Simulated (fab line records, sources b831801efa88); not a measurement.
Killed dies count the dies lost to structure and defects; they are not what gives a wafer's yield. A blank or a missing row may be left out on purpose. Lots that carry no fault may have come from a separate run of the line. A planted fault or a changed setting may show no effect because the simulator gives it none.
fab line records | flow sky130
record lots=5 | wafers=15 | lastDay=49
route steps=708 shown SONOS_TUNNEL@160 SONOS_ONO@168 GATE_OXIDE@187 LI_CONTACT@376 PAD_OPEN@708
lots with no fault: from the same line, run without faults
startH: hours from the record's opening day to when the first of the lot's shown wafers began | waitH: how many hours have passed since the lot's step before this one | " unchanged from the row above | L1.1+2: a single row standing in for several wafers | - no value, or no start was given | * or withheld: withheld | < > ~ a bound
route shown NAME@n: NAME is a module with steps in the file, n the number in the route of the first one | usual: the fault-free wafers' mean and standard deviation | same: alike in all rows | chamber/n: place in a boat | sites: the reading at each site | _std_site: their standard deviation | _edge_site: mean of outer sites minus mean of inner sites | radiusMm: how far each site lies from the wafer's centre | mask NAME#n: copy n | behind: the tool/chamber that last shaped the wafer | hold: cause of the lot's hold/its duration in hours/its outcome | device: the n, p or np transistor that did not switch | end of line: tests run on the same wafers once the route is complete | for a step that has no rows: nothing shown but its recipe | killed: dies that structure and defects cost at the first sort, which is not the same as the wafer's yield | map: the dies of a wafer, with x for killed, . for not killed, _ for no die there
set.NAME: the setting the step ran with; set.NAME@STEP: the setting that earlier step ran with | model.NAME: the simulator's own value behind a step, which no gauge read
lots seen at some steps along the route; tables by step, rows by wafer
services: from which hour (startH, from the record's first day; less than 0 if before it) a tool's chamber was out of use, for how many hours, and why
## steps
# step SKY_SONOS_TUNNEL_DEVELOP_06
# recipe resist=NOVOLAK | developer=TMAH | developTimeS=60 | devTempC=23
# step SKY_SONOS_TUNNEL_IMPLANT_09
# recipe species=B | energyKev=20 | doseCm2=1e+12 | tiltDeg=withheld
# step SKY_SONOS_TUNNEL_WET_ETCH_10
# recipe chemistry=dHF | targetDepthNm=14 | target=SiO2 | dilution=100:1 | tempC=25 | timeS=280
# step SKY_SONOS_TUNNEL_STRIP_11
# recipe chemistry=SPM | timeS=600 | tempC=130
# step SKY_SONOS_TUNNEL_CLEAN_13
# recipe chemistry=dHF | timeS=20 | dilution=100:1 | dry=ipaMarangoni
# step SKY_SONOS_ONO_OXIDATION_00
# recipe tempC=800 | ambient=O2 | idleTempC=700 | rampUpCPerMin=10 | rampDownCPerMin=3 | stabiliseS=600 | purgeS=300 | targetThkA=26 | oxTimeS=1249
# step SKY_SONOS_ONO_CVD_02
# recipe material=Si3N4 | precursor=DCS/NH3 | targetThkNm=10.5 | tempC=770 | timeS=180 | pressureMtorr=250
# step SKY_SONOS_ONO_CVD_04
# recipe material=SiO2 | precursor=SiH4/N2O | targetThkNm=5.7199 | tempC=900 | pressureMtorr=416.6
lot.wafer | tool     | chamber | startH | waitH | model.SiO2_of_SONOS_ONO_CVD_04.thkNm
L551.2    | lpcvd-03 | 0       | 246.93 | 0.0   | 5.757
L551.4    | "        | 0       | "      | "     | 5.751
L551.6    | "        | 0       | "      | "     | 5.8
L556.1    | lpcvd-03 | 1       | 301.26 | 0.1   | 5.781
L556.3    | "        | 1       | "      | "     | 5.801
L556.6    | "        | 1       | "      | "     | 5.842
L567.2    | lpcvd-03 | 1       | 380.56 | 0.0   | 7.932
L567.4    | "        | 1       | "      | "     | 7.879
L567.6    | "        | 1       | "      | "     | 7.972
L566.1    | lpcvd-03 | 1       | 381.95 | 0.1   | 7.797
L566.3    | "        | 1       | "      | "     | 7.827
L566.4    | "        | 1       | "      | "     | 7.826
L568.2    | lpcvd-03 | 1       | 387.41 | 0.0   | 7.743
L568.5    | "        | 1       | "      | "     | 7.862
L568.6    | "        | 1       | "      | "     | 7.779
# step SKY_SONOS_ONO_THK_MEAS_05
# recipe reads=SiO2_of_SONOS_ONO_CVD_04
# usual SONOS_ONO_CVD_04_THK=5.87/0.13
lot.wafer | tool         | chamber | startH | waitH | SONOS_ONO_CVD_04_THK[nm]
L551.2    | filmMetro-01 | -       | 248.19 | 0.0   | 5.78
L551.4    | "            | -       | "      | "     | 5.73
L551.6    | "            | -       | "      | "     | 5.78
L556.1    | filmMetro-04 | -       | 302.51 | 0.0   | 5.80
L556.3    | "            | -       | "      | "     | 5.82
L556.6    | "            | -       | "      | "     | 5.82
L567.2    | filmMetro-04 | -       | 381.82 | 0.0   | 7.92
L567.4    | "            | -       | "      | "     | 7.81
L567.6    | "            | -       | "      | "     | 8.01
L566.1    | filmMetro-01 | -       | 383.20 | 0.0   | 7.86
L566.3    | "            | -       | "      | "     | 7.86
L566.4    | "            | -       | "      | "     | 7.87
L568.2    | filmMetro-03 | -       | 388.67 | 0.0   | 7.73
L568.5    | "            | -       | "      | "     | 7.82
L568.6    | "            | -       | "      | "     | 7.78
# step SKY_SONOS_ONO_DEHYDRATE_06
# recipe tempC=200 | timeS=60
# step SKY_SONOS_ONO_HMDS_07
# recipe primeTimeS=60 | primeTempC=120
# step SKY_SONOS_ONO_COAT_08
# recipe resist=NOVOLAK | spinRpm=3000 | resistThkNm=1140
# step SKY_SONOS_ONO_SOFTBAKE_09
# recipe tempC=90 | timeS=60 | resist=NOVOLAK
# step SKY_SONOS_ONO_EXPOSE_10
# recipe maskId=ONOM | targetCdNm=410 | na=0.6 | sourceShape=conventional | sigmaOuter=0.6 | doseMj=150
# step SKY_SONOS_ONO_PEB_11
# recipe tempC=withheld | timeS=* | resist=NOVOLAK
# step SKY_SONOS_ONO_DEVELOP_12
# recipe developTimeS=60 | devTempC=23
# step SKY_SONOS_ONO_ETCH_15
# recipe targetDepthNm=19.52 | chemistry=CHF3/O2 | sourceW=600 | biasW=200 | pressureMtorr=40 | chf3FlowSccm=50 | O2_flow_sccm=5 | timeS=7.8
# step SKY_SONOS_ONO_WET_ETCH_16
# recipe chemistry=dHF | targetDepthNm=14 | dry=n2Spin | target=SiO2 | dilution=100:1 | tempC=25 | timeS=280
# step SKY_SONOS_ONO_STRIP_17
# recipe chemistry=O2/N2 | powerW=1400 | pressureMtorr=1500 | platenTempC=withheld | o2FlowSccm=3000 | n2FlowSccm=300 | overashFraction=0.5
# step SKY_SONOS_ONO_WET_ETCH_18
# recipe chemistry=H3PO4 | targetDepthNm=15 | target=Si3N4 | tempC=160 | timeS=172
# step SKY_GATE_OXIDE_CLEAN_00
# recipe chemistry=SC1/SC2 | mix=1:4:20 | tempC=70 | timeS=150 | dry=n2Spin
# step SKY_GATE_OXIDE_OXIDATION_01
# recipe tempC=900 | ambient=O2 | stabiliseS=600 | purgeS=300 | targetThkA=102.68 | oxTimeS=1453
# step SKY_GATE_OXIDE_DEHYDRATE_03
# recipe tempC=200 | timeS=60
# step SKY_GATE_OXIDE_HMDS_04
# recipe primeTimeS=60 | primeTempC=120
# step SKY_GATE_OXIDE_COAT_05
# recipe resist=NOVOLAK | spinRpm=3000 | resistThkNm=1140
# step SKY_GATE_OXIDE_SOFTBAKE_06
# recipe tempC=90 | timeS=60 | resist=NOVOLAK
# step SKY_GATE_OXIDE_EXPOSE_07
# recipe maskId=LVOM | na=0.6 | sourceShape=conventional | sigmaOuter=0.6 | polarization=unpolarized | targetCdNm=600 | doseMj=170
# step SKY_GATE_OXIDE_PEB_08
# recipe tempC=withheld | timeS=* | resist=NOVOLAK
# step SKY_GATE_OXIDE_DEVELOP_09
# recipe resist=NOVOLAK | developer=TMAH | developTimeS=60 | devTempC=23
# step SKY_GATE_OXIDE_IMPLANT_11
# recipe species=B | energyKev=10 | doseCm2=2.6e+12 | tiltDeg=withheld
# step SKY_GATE_OXIDE_WET_ETCH_12
# recipe chemistry=dHF | targetDepthNm=16.8 | dry=n2Spin | target=SiO2 | dilution=100:1 | tempC=25 | timeS=336
# step SKY_GATE_OXIDE_STRIP_13
# recipe chemistry=O2/N2 | powerW=1400 | pressureMtorr=1500 | platenTempC=withheld | o2FlowSccm=3000 | n2FlowSccm=300 | overashFraction=0.5
# step SKY_LI_CONTACT_ETCH_14
# recipe chemistry=N2/H2 | target=BARC | ionEnergyEv=200 | sourceW=500 | biasW=101.3 | pressureMtorr=30 | n2FlowSccm=100 | h2FlowSccm=200 | stopOn=SiO2 | timeS=45.9 | targetDepthA=600
# usual biasW=101.3/0.3 | drypumpMotorCurrentA=5.8/0.39 | oesProductAu=0.854/0.0049 | throttleValvePct=13.224/0.0089
lot.wafer | tool       | chamber | startH | waitH | biasW | drypumpMotorCurrentA | oesProductAu | rfHoursCounterH | throttleValvePct | model.SiO2_of_SONOS_ONO_CVD_04.thkNm
L551.2    | rieDiel-03 | 3       | 665.83 | 0.0   | 101.8 | 6.1                  | 0.848        | 4               | 13.232           | 4.225
L551.4    | "          | 2       | "      | "     | 101.3 | 5.9                  | 0.855        | 13              | 13.229           | 4.221
L551.6    | "          | 1       | "      | "     | 101.3 | 6.0                  | 0.858        | -               | 13.221           | 4.273
L556.1    | rieDiel-01 | 2       | 723.92 | 0.0   | 101.7 | 6.0                  | 0.850        | 9               | 13.206           | 4.254
L556.3    | "          | 1       | "      | "     | 100.9 | 6.0                  | 0.856        | 41              | 13.222           | 4.273
L556.6    | "          | 3       | "      | "     | 101.2 | 6.3                  | 0.863        | -               | 13.218           | 4.323
L567.2    | rieDiel-04 | 1       | 802.85 | 0.0   | 101.1 | 4.9                  | 0.849        | 9               | 13.233           | 6.419
L567.4    | "          | 2       | "      | "     | 100.9 | 6.4                  | 0.854        | -               | 13.233           | 6.36
L567.6    | "          | 3       | "      | "     | 101.5 | 5.6                  | 0.847        | -               | 13.243           | 6.459
L566.1    | rieDiel-04 | 3       | 804.10 | 0.0   | 101.5 | 5.6                  | 0.860        | 18              | 13.226           | 6.27
L566.3    | "          | 1       | "      | "     | 101.6 | 4.9                  | 0.857        | 9               | 13.245           | 6.301
L566.4    | "          | 2       | "      | "     | 100.8 | 6.4                  | 0.854        | -               | 13.225           | 6.299
L568.2    | rieDiel-01 | 0       | 806.59 | 0.0   | 101.2 | 5.6                  | 0.855        | 10              | 13.230           | 6.223
L568.5    | "          | 2       | "      | "     | 100.7 | 6.0                  | 0.854        | -               | 13.227           | 6.342
L568.6    | "          | 1       | "      | "     | 101.5 | 6.0                  | 0.854        | -               | 13.214           | 6.255
# step SKY_PAD_OPEN_PROBE_99
# usual killed_at_M0_to_M3=44/7.3 | killed_at_M4_up=3.1/1.9 | killedAtContacts=24/5.3 | killedAtFrontEnd=15/4 | killedAtOther=0.4/0.6 | killedDies=86/9.2 | killedOpen=47/6.9 | killedShort=39/6.9
# same grossDies=492 | killedAtBackSide=0
lot.wafer | tool      | chamber | startH  | waitH | killed_at_M0_to_M3 | killed_at_M4_up | killedAtContacts | killedAtFrontEnd | killedAtOther | killedDies | killedOpen | killedShort | model.etest.sonosErased.driveUaUm | model.etest.sonosUncharged.rOnOhmUm | model.etest.sonosProgrammed.offLog10AUm | model.etest.capOno.gateBvV | model.etest.capOno.toxAccNm | model.etest.sonosErased.vtV | model.etest.sonosProgrammed.vtV | model.etest.capOno.underFloor
L551.2    | prober-02 | -       | 1067.78 | 0.1   | 66                 | 2               | 17               | 15               | 2             | 102        | 55         | 47          | 177.5                             | 833.2                               | -14.09                                  | 17.01                      | 12.91                       | -2.284                      | 1.453                           | 0
L551.4    | prober-02 | -       | 1067.88 | 0.2   | 46                 | 2               | 27               | 23               | 0             | 98         | 61         | 37          | 202.3                             | 831.6                               | -14.02                                  | 16.87                      | 12.98                       | -2.271                      | 1.418                           | 0
L551.6    | prober-02 | -       | 1067.98 | 0.2   | 46                 | 4               | 20               | 12               | 1             | 83         | 54         | 29          | 226.2                             | 803.3                               | -13.93                                  | 16.22                      | 13.06                       | -2.279                      | 1.37                            | 0
L556.1    | prober-01 | -       | 1110.61 | 0.1   | 40                 | 3               | 16               | 16               | 0             | 75         | 41         | 34          | 212.7                             | 797.4                               | -13.86                                  | 16.67                      | 13.15                       | -2.238                      | 1.331                           | 0
L556.3    | prober-01 | -       | 1110.71 | 0.2   | 49                 | 2               | 16               | 16               | 0             | 83         | 48         | 34          | 214                               | 806.4                               | -13.96                                  | 16.71                      | 13.11                       | -2.234                      | 1.349                           | 0
L556.6    | prober-01 | -       | 1110.86 | 0.2   | 41                 | 1               | 20               | 14               | 0             | 76         | 46         | 30          | 177.2                             | 810.9                               | -14                                     | 16.95                      | 13.13                       | -2.19                       | 1.39                            | 0
L567.2    | prober-02 | -       | 1167.45 | 0.1   | 54                 | 4               | 28               | 13               | 1             | 100        | 66         | 33          | 56.65                             | 888.5                               | -5.267                                  | 19.3                       | 15.12                       | -0.9061                     | 0.08689                         | 1
L567.4    | prober-02 | -       | 1167.55 | 0.2   | 50                 | 5               | 15               | 17               | 0             | 87         | 41         | 45          | 60.36                             | 896.2                               | -5.95                                   | 19.08                      | 15.17                       | -0.9311                     | 0.1209                          | 1
L567.6    | prober-02 | -       | 1167.65 | 0.2   | 46                 | 1               | 31               | 12               | 0             | 90         | 49         | 41          | 48.83                             | 884.1                               | -5.075                                  | 19.12                      | 15.21                       | -0.861                      | 0.03362                         | 1
L568.2    | prober-02 | -       | 1168.95 | 0.1   | 36                 | 6               | 17               | 19               | 1             | 79         | 43         | 36          | 62.89                             | 869.6                               | -5.655                                  | 18.19                      | 14.93                       | -1.002                      | 0.141                           | 1
L568.5    | prober-02 | -       | 1169.10 | 0.2   | 50                 | 3               | 16               | 11               | 0             | 80         | 44         | 36          | 56.77                             | 901                                 | -5.628                                  | 18.81                      | 15.09                       | -0.9185                     | 0.09333                         | 1
L568.6    | prober-02 | -       | 1169.15 | 0.2   | 38                 | 5               | 35               | 21               | 0             | 99         | 42         | 57          | 44.09                             | 867.4                               | -5.865                                  | 18.93                      | 15.04                       | -0.9537                     | 0.1477                          | 1
L566.1    | prober-01 | -       | 1170.40 | 0.1   | 36                 | 4               | 25               | 16               | 0             | 81         | 39         | 42          | 56.13                             | 879.7                               | -5.479                                  | 18.74                      | 15.13                       | -0.873                      | 0.09311                         | 1
L566.3    | prober-01 | -       | 1170.50 | 0.2   | 38                 | 0               | 23               | 15               | 0             | 76         | 45         | 31          | 51.61                             | 862.3                               | -5.253                                  | 19.09                      | 15.12                       | -0.8641                     | 0.08524                         | 1
L566.4    | prober-01 | -       | 1170.55 | 0.2   | 37                 | 2               | 20               | 21               | 1             | 81         | 47         | 33          | 43.39                             | 892.4                               | -6.192                                  | 18.69                      | 15.12                       | -0.8209                     | 0.1636                          | 1
# killed by level:class
L551.2 VIA1:geometricParticle:open=19 VIA2:geometricParticle:open=9 METAL3:geometricParticle:short=7 LI_CONTACT:geometricParticle:open=7 VIA3:geometricParticle:open=6 VIA2:geometricParticle:short=6 VIA3:geometricParticle:short=6 CONTACT:geometricParticle:open=5
L551.4 VIA1:geometricParticle:open=13 LI_CONTACT:geometricParticle:open=11 CONTACT:geometricParticle:open=10 FIELD_ISO:geometricParticle:open=8 VIA2:geometricParticle:open=8 FIELD_ISO:geometricParticle:short=6 VIA1:geometricParticle:short=6 VIA3:geometricParticle:open=5
L551.6 VIA1:geometricParticle:open=13 VIA3:geometricParticle:open=9 CONTACT:geometricParticle:open=8 VIA2:geometricParticle:open=7 LI_CONTACT:geometricParticle:open=6 POLY_GATE:geometricParticle:short=5 VIA1:geometricParticle:short=5 LOCAL_INTERCONNECT:geometricParticle:short=4
L556.1 VIA3:geometricParticle:open=10 VIA1:geometricParticle:open=9 FIELD_ISO:geometricParticle:short=5 CONTACT:geometricParticle:open=5 CONTACT:geometricParticle:short=5 FIELD_ISO:geometricParticle:open=3 SPACER:geometricParticle:open=3 METAL1:geometricParticle:short=3
L556.3 VIA1:geometricParticle:open=14 VIA3:geometricParticle:open=8 METAL2:geometricParticle:short=7 LI_CONTACT:geometricParticle:open=6 POLY_GATE:geometricParticle:open=5 VIA2:geometricParticle:open=5 VIA2:geometricParticle:short=4 CONTACT:geometricParticle:open=4
L556.6 VIA1:geometricParticle:open=14 LI_CONTACT:geometricParticle:open=7 VIA2:geometricParticle:open=6 VIA3:geometricParticle:open=6 CONTACT:geometricParticle:open=5 FIELD_ISO:geometricParticle:short=4 CONTACT:geometricParticle:short=4 METAL2:geometricParticle:short=4
L567.2 VIA1:geometricParticle:open=19 CONTACT:geometricParticle:open=12 LI_CONTACT:geometricParticle:open=8 VIA1:geometricParticle:short=7 POLY_GATE:geometricParticle:open=6 METAL2:geometricParticle:short=6 VIA3:geometricParticle:open=6 METAL1:geometricParticle:short=4
L567.4 VIA3:geometricParticle:open=10 VIA1:geometricParticle:open=10 METAL2:geometricParticle:short=8 VIA1:geometricParticle:short=6 VIA2:geometricParticle:open=5 FIELD_ISO:geometricParticle:short=4 POLY_GATE:geometricParticle:short=4 POLY_GATE:geometricParticle:open=4
L567.6 VIA1:geometricParticle:open=13 VIA1:geometricParticle:short=12 CONTACT:geometricParticle:open=11 LI_CONTACT:geometricParticle:open=7 POLY_GATE:geometricParticle:open=6 VIA3:geometricParticle:open=5 LOCAL_INTERCONNECT:geometricParticle:short=5 CONTACT:geometricParticle:short=5
L568.2 LI_CONTACT:geometricParticle:open=8 VIA2:geometricParticle:open=7 FIELD_ISO:geometricParticle:open=5 METAL4:geometricParticle:short=5 VIA3:geometricParticle:open=5 VIA1:geometricParticle:open=5 VIA1:geometricParticle:short=5 VIA2:geometricParticle:short=4
L568.5 VIA1:geometricParticle:open=11 VIA2:geometricParticle:open=9 VIA3:geometricParticle:open=6 CONTACT:geometricParticle:open=6 METAL2:geometricParticle:short=6 METAL3:geometricParticle:short=5 FIELD_ISO:geometricParticle:open=4 VIA3:geometricParticle:short=4
L568.6 METAL1:geometricParticle:short=9 METAL2:geometricParticle:short=9 LI_CONTACT:geometricParticle:open=7 LOCAL_INTERCONNECT:geometricParticle:short=7 CONTACT:geometricParticle:short=7 CONTACT:geometricParticle:open=7 FIELD_ISO:geometricParticle:open=6 POLY_GATE:geometricParticle:short=6
L566.1 LI_CONTACT:geometricParticle:open=8 VIA1:geometricParticle:open=8 CONTACT:geometricParticle:short=7 POLY_GATE:geometricParticle:open=6 METAL2:geometricParticle:short=6 CONTACT:geometricParticle:open=5 METAL1:geometricParticle:short=5 VIA1:geometricParticle:short=4
L566.3 VIA1:geometricParticle:open=12 CONTACT:geometricParticle:open=8 LI_CONTACT:geometricParticle:open=5 LI_CONTACT:geometricParticle:short=5 VIA2:geometricParticle:open=5 VIA1:geometricParticle:short=4 METAL2:geometricParticle:short=4 VIA2:geometricParticle:short=4
L566.4 VIA1:geometricParticle:open=10 METAL1:geometricParticle:short=9 FIELD_ISO:geometricParticle:open=8 CONTACT:geometricParticle:open=8 LI_CONTACT:geometricParticle:open=7 VIA3:geometricParticle:open=5 FIELD_ISO:geometricParticle:short=4 VIA2:geometricParticle:open=4
## services
tool       | chamber | startH | hours | kind
rieDiel-04 | 3       | 246.44 | 4.4   | repair
rieDiel-01 | 1       | 252.81 | 16.1  | repair
rieDiel-01 | 2       | 254.12 | 1.7   | repair
lpcvd-03   | -       | 262.10 | 0.6   | repair
rieDiel-04 | -       | 327.84 | 2.8   | pm
rieDiel-03 | -       | 328.55 | 0.3   | repair
rieDiel-03 | 0       | 331.14 | 9.5   | repair
lpcvd-03   | -       | 336.00 | 2.8   | pm
lpcvd-03   | -       | 339.55 | 0.9   | repair
rieDiel-04 | 1       | 420.96 | 6.2   | repair
rieDiel-01 | -       | 451.45 | 1.3   | repair
rieDiel-01 | 0       | 467.45 | 2.3   | repair
rieDiel-01 | 0       | 483.63 | 4.6   | repair
rieDiel-01 | 3       | 507.88 | 12.4  | repair
rieDiel-04 | 1       | 525.24 | 8.8   | repair
rieDiel-04 | -       | 592.20 | 0.5   | repair
rieDiel-04 | 2       | 595.90 | 12.0  | repair
rieDiel-01 | 0       | 637.50 | 14.2  | repair
rieDiel-04 | -       | 641.51 | 0.5   | repair
lpcvd-03   | -       | 643.08 | 6.0   | pm
lpcvd-03   | -       | 665.79 | 0.8   | pm
lpcvd-03   | -       | 675.62 | 12.5  | repair
rieDiel-01 | 2       | 754.75 | 9.1   | repair
rieDiel-04 | 3       | 794.51 | 2.0   | repair
## key
firstSign step=SKY_SONOS_ONO_THK_MEAS_05 | reading=SONOS_ONO_CVD_04_THK | direction=up | sigmas=16 | usual=5.87 | struck=7.85
effect none on later readings
modelEffect step=SKY_SONOS_ONO_CVD_04 | value=SiO2_of_SONOS_ONO_CVD_04.thkNm | without=5.882 | struck=7.846
modelEffect step=SKY_LI_CONTACT_ETCH_14 | value=SiO2_of_SONOS_ONO_CVD_04.thkNm | without=4.362 | struck=6.325
modelEffect step=SKY_PAD_OPEN_PROBE_99 | value=etest.sonosErased.driveUaUm | without=170.9 | struck=53.41
metAt SKY_SONOS_ONO_CVD_04
struckWafers L566.1,L566.3,L566.4,L567.2,L567.4,L567.6,L568.2,L568.5,L568.6
testerLeftOut L566,L567,L568
onsetBetween 301.26 380.56
alsoFits time
fault kind=processParameterDrift | tool=lpcvd-03 | chamber=- | onsetH=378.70 | steps=SKY_SONOS_ONO_CVD_04 | channel=targetThkNm | offset=1.9243 | shape=step | endH=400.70 | stated=5.7199
# testerLeftOut: of these lots the tester's yield and bins aren't shown, on N5 and GAA mostly nor the transistor test; their killed dies are dies lost to structure and defects alone, not to doping, threshold or leakage, so they don't give the yield
